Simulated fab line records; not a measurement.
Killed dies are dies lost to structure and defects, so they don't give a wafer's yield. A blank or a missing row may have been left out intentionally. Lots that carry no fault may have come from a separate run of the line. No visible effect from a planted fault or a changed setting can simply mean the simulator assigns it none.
Struck lot and sound lot, side by side    flow sky130    42 out of 708 route steps
Sound: these wafers, L259.1, L259.3, L259.6. Wafers struck: L273.1, L273.4, L273.6. Last of all comes the cause.
Each step with rows lists, per side, the tool, then ch with its chambers, then its first start. Under that, the readings that differ: sound wafers    struck wafers    difference of the means    sigmas: that difference in standard deviations of wafers without a fault.
alike: readings whose means differ by less than 2 such deviations, and words and numbers that are the same on both sides. not compared: withheld readings, readings that some wafer has no value for, bounds like >300 that may hide the same value, and numbers for which the record gives no deviation and whose values overlap.
Wherever a step has rows on one side only, a row that says differs or no value, or a row with sigmas, the two part there. When numbers do not overlap yet have no deviation, they are printed without sigmas and do not part them. A reading that every wafer of one side lacks parts them only if that side has two wafers or more.

first, 5 steps without rows for these wafers: SKY_GATE_OXIDE_COAT_05 (resist thk 1140 nm); SKY_GATE_OXIDE_SOFTBAKE_06 (time 60 s); SKY_GATE_OXIDE_EXPOSE_07 (exposes mask LVOM, target cd 600 nm); SKY_GATE_OXIDE_PEB_08; SKY_GATE_OXIDE_DEVELOP_09 (develop time 60 s).
SKY_GATE_OXIDE_OVL_MEAS_10:
  sound on overlay-02, day 13 15:46; struck on overlay-02, day 18 18:43
  alike: GATE_OXIDE_OVL
then, 2 steps without rows for these wafers: SKY_GATE_OXIDE_IMPLANT_11; SKY_GATE_OXIDE_WET_ETCH_12 (etches SiO2 in dHF, target depth 16.8 nm, time 336 s).
SKY_GATE_OXIDE_STRIP_13: strips in O2/N2.
  sound on plasmaAsher-01 ch 0,1, day 13 16:03; struck on plasmaAsher-02 ch 0,1, day 18 19:01
  alike: chamberPressureMTorr, drypumpMotorCurrentA, oesProductAu, stripTimeToEndpointS
  not compared: rfHoursCounterH
SKY_GATE_OXIDE_TW_MEAS_14:
  sound on filmMetro-02, day 13 16:09; struck on filmMetro-04, day 18 19:07
  alike: GATE_OXIDE_TW
then, 2 steps without rows for these wafers: SKY_GATE_OXIDE_CLEAN_15 (cleans in SC1/SC2, time 150 s); SKY_GATE_OXIDE_OXIDATION_16 (stabilise 600 s, purge 300 s, target thk 3.57 nm).
SKY_POLY_GATE_CVD_00: deposits poly-Si, target thk 180 nm, time 720 s.
  sound on lpcvd-01 ch 1, day 13 17:47; struck on lpcvd-01 ch 0, day 18 22:56
reading                                       sound              struck             difference  sigmas
spikeTcCentreC (C)                            620.0 620.4 619.4  617.9 615.9 617.1  -3.0        -3
spikeTcLowerC (C)                             619.8 620.4 620.4  616.7 616.0 617.5  -3.5        -3
spikeTcTopC (C)                               637.0 635.9 636.5  631.5 632.2 631.0  -4.9        -4
spikeTcUpperC (C)                             622.0 619.6 620.2  615.3 615.2 614.9  -5.5        -5
susceptorTempC (C)                            619.9 620.0 619.9  615.7 616.3 615.7  -4.0        -13
model.poly-Si_of_POLY_GATE_CVD_00.thkNm (nm)  178.2 179.6 178.4  162.1 162 162      -16.7       
  alike: spikeTcBottomC, zonePowerCentrePct, zonePowerUpperPct
SKY_POLY_GATE_THK_MEAS_01:
  sound on filmMetro-04, day 13 18:59; struck on filmMetro-03, day 19 01:38
reading                    sound              struck             difference  sigmas
POLY_GATE_CVD_00_THK (nm)  178.1 179.8 178.5  162.2 162.0 161.9  -16.8       -10
then, 8 steps without rows for these wafers: SKY_RES_PROTECT_DEHYDRATE_00 (time 60 s); SKY_RES_PROTECT_HMDS_01 (prime time 60 s); SKY_RES_PROTECT_COAT_02 (resist thk 1140 nm); SKY_RES_PROTECT_SOFTBAKE_03 (time 60 s); SKY_RES_PROTECT_EXPOSE_04 (exposes mask RPM, target cd 1270 nm); SKY_RES_PROTECT_PEB_05; SKY_RES_PROTECT_DEVELOP_06 (develop time 60 s); SKY_POLY_GATE_IMPLANT_02.
SKY_RES_PROTECT_STRIP_07: strips in O2/N2.
  sound on plasmaAsher-04 ch 0,1, day 14 21:27; struck on plasmaAsher-04 ch 1, day 20 08:15
  alike: chamberPressureMTorr, drypumpMotorCurrentA, oesProductAu, stripTimeToEndpointS
  not compared: rfHoursCounterH
SKY_RES_PROTECT_TW_MEAS_08:
  sound on filmMetro-02, day 14 21:33; struck on filmMetro-02, day 20 08:21
  alike: POLY_GATE_TW
SKY_RES_PROTECT_CLEAN_09: cleans in SC1/SC2, time 150 s.
  sound on wetBench-02 ch 2, day 14 21:37; struck on wetBench-01 ch 2, day 20 08:25
reading                                       sound            struck             difference  sigmas
model.poly-Si_of_POLY_GATE_CVD_00.thkNm (nm)  177.6 179 177.8  161.5 161.3 161.3  -16.8       
then, 1 step without rows for these wafers: SKY_POLY_GATE_CVD_03 (deposits Si3N4 from DCS/NH3, target thk 75 nm, time 1290 s).
SKY_POLY_GATE_THK_MEAS_04:
  sound on filmMetro-03, day 14 23:01; struck on filmMetro-01, day 20 09:49
  alike: POLY_GATE_CVD_03_THK
then, 8 steps without rows for these wafers: SKY_POLY_GATE_DEHYDRATE_05 (time 60 s); SKY_POLY_GATE_HMDS_06 (prime time 60 s); SKY_POLY_GATE_COAT_07 (resist thk 110 nm); SKY_POLY_GATE_COAT_08 (resist thk 450 nm); SKY_POLY_GATE_SOFTBAKE_09 (time 90 s); SKY_POLY_GATE_EXPOSE_10 (exposes mask P1M, target cd 150 nm); SKY_POLY_GATE_PEB_11; SKY_POLY_GATE_DEVELOP_12 (develop time 60 s).
SKY_POLY_GATE_CD_MEAS_13: the cd target is 150 nm.
  sound on cdSem-02, day 16 01:51; struck on cdSem-01, day 21 17:21
  alike: cdNm
SKY_POLY_GATE_OVL_MEAS_14:
  sound on overlay-01, day 16 01:58; struck on overlay-02, day 21 17:28
  alike: POLY_GATE_OVL
SKY_POLY_GATE_ETCH_15: etches BARC in N2/H2, stops on SiO2, time 118.5 s, target depth 110 nm.
  sound on rieDiel-04 ch 0,1,3, day 16 02:01; struck on rieDiel-01 ch 0,1, day 21 17:31
  alike: chamberPressureMTorr, drypumpMotorCurrentA, oesProductAu, throttleValvePct
  not compared: rfHoursCounterH
SKY_POLY_GATE_ETCH_16: etches Si3N4 in CH3F/O2, stops on poly-Si, time 147.5 s, target depth 75 nm.
  sound on rieDiel-04 ch 0,1,3, day 16 02:05; struck on rieDiel-01 ch 0,1, day 21 17:35
  alike: chamberPressureMTorr, drypumpMotorCurrentA, oesProductAu, throttleValvePct
  not compared: rfHoursCounterH
SKY_POLY_GATE_ETCH_17: etches poly-Si in HBr/Cl2, stops on SiO2, target depth 180 nm, time 70.5 s.
  sound on rieSi-02 ch 0,3, day 16 02:11; struck on rieSi-02 ch 1,3, day 21 17:41
reading                              sound              struck             difference  sigmas
oesProductAu (a.u.)                  0.977 0.986 0.978  0.926 0.924 0.925  -0.055      -9
model.etch.depthNm (nm)              177.6 179 177.8    161.5 161.3 161.3  -16.8       
model.POLY_GATE.featureDepthNm (nm)  177.6 179 177.8    161.5 161.3 161.3  -16.8       
  alike: chamberPressureMTorr, drypumpMotorCurrentA, throttleValvePct
  not compared: rfHoursCounterH
SKY_POLY_GATE_STRIP_18: strips in O2/N2.
  sound on plasmaAsher-01 ch 0, day 16 02:14; struck on plasmaAsher-01 ch 0,1, day 21 17:44
  alike: chamberPressureMTorr, drypumpMotorCurrentA, oesProductAu, stripTimeToEndpointS
  not compared: rfHoursCounterH
-- record jumps: 28 days separate the struck wafers' starts on either side; left off in module POLY_GATE, taken up again in module PAD_OPEN, whose first shown step is the route's number 708 --
SKY_PAD_OPEN_PROBE_99:
  sound on prober-01, day 45 22:15; struck on prober-01, day 49 07:56
reading                          sound              struck             difference  sigmas
model.etest.resHighPo.lineOhmUm  752.9 748.5 736.1  807.7 813.9 793.8  +59.3       
model.etest.resPoly.lineOhmUm    542.2 518.8 518.3  565.8 553.9 552.8  +31.1       
model.etest.resHighPo.rsOhmSq    262.6 263 258.6    282.2 281.1 276.6  +18.6       
model.etest.resPoly.rsOhmSq      48.3 48.2 48.02    52.52 52.27 51.95  +4.07       
model.etest.capLiToPoly.cAfUm2   99.19 99.23 97.73  92.86 92.44 94.57  -5.43       
  alike: killed_at_M0_to_M3, killed_at_M4_up, killedAtContacts, killedAtFrontEnd, killedAtOther, killedDies, killedOpen, killedShort

## WHERE THEY PART
Earliest at SKY_POLY_GATE_CVD_00; latest, in this record, at SKY_POLY_GATE_ETCH_17. Later steps at which nothing parts them and some readings are alike: SKY_POLY_GATE_STRIP_18, SKY_PAD_OPEN_PROBE_99.

WHY: what the simulator had put in
lpcvd-01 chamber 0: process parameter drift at SKY_POLY_GATE_CVD_00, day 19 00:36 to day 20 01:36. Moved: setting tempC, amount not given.
